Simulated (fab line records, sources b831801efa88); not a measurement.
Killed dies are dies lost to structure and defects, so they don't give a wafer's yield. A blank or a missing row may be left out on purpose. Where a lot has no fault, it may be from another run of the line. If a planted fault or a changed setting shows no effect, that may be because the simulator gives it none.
Chamber matching :: flow gf180mcu :: GF_V3_CMP_26 on cmp-01 has 4 sister chambers
The step polishes, stops on SiO2, t overpolish 15 s, target thk 0 nm. 8 wafers are shown with their chamber, then 7 later ones without.

WAFERS WITH THEIR CHAMBER
wafer: L077.5
chamber: 1
motorCurrentA (A): 10.4
timeToEndpointS (s): 86

wafer: L078.1
chamber: 1
motorCurrentA (A): 10.4
timeToEndpointS (s): 87

wafer: L078.5
chamber: 2
motorCurrentA (A): 12.8
timeToEndpointS (s): 83

wafer: L090.1
chamber: 2
motorCurrentA (A): 13.3
timeToEndpointS (s): 77

wafer: L090.5
chamber: 3
motorCurrentA (A): 10.7
timeToEndpointS (s): 77

wafer: L090.6
chamber: 0
motorCurrentA (A): 9.7
timeToEndpointS (s): 83

wafer: L095.1
chamber: 0
motorCurrentA (A): 9.6
timeToEndpointS (s): 82

wafer: L095.3
chamber: 3
motorCurrentA (A): 10.2
timeToEndpointS (s): 76

WAFERS MISSING THEIR CHAMBER
wafer: L095.5
motorCurrentA (A): 9.6
timeToEndpointS (s): 84

wafer: L096.1
motorCurrentA (A): 10.6
timeToEndpointS (s): 84

wafer: L096.2
motorCurrentA (A): 9.9
timeToEndpointS (s): 83

wafer: L096.6
motorCurrentA (A): 10.9
timeToEndpointS (s): 86

wafer: L097.2
motorCurrentA (A): 12.0
timeToEndpointS (s): 78

wafer: L097.3
motorCurrentA (A): 10.4
timeToEndpointS (s): 80

wafer: L097.6
motorCurrentA (A): 10.3
timeToEndpointS (s): 83

WHICH CHAMBER EACH WENT THROUGH
wafer: L095.5
from the rows above: 0
in truth: 0

wafer: L096.1
from the rows above: 1
in truth: 1

wafer: L096.2
from the rows above: can't be placed: 0 or 1
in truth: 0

wafer: L096.6
from the rows above: 1
in truth: 1

wafer: L097.2
from the rows above: can't be placed: 2 or 3
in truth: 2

wafer: L097.3
from the rows above: can't be placed: 3 or 1 or 0
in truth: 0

wafer: L097.6
from the rows above: can't be placed: 1 or 0 or 3
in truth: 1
Correctly placed: 3 of 7. Cannot be placed on the basis of these rows: 4; the candidates contain the true chamber in 4. 0 placed wrongly.
How it was worked out, from the rows above alone: a wafer's distance from a chamber is the root of the sum, over the readings, of the square of ((its reading less the chamber's mean) divided by the reading's scatter). The wafer belongs to the nearest chamber; if the next one is less than 2 further off, it can't be placed. A chamber's mean is the mean of its shown wafers. The scatter: the root of (the sum of the squares of (reading less its chamber's mean) over the shown wafers, divided by (wafers less chambers)).
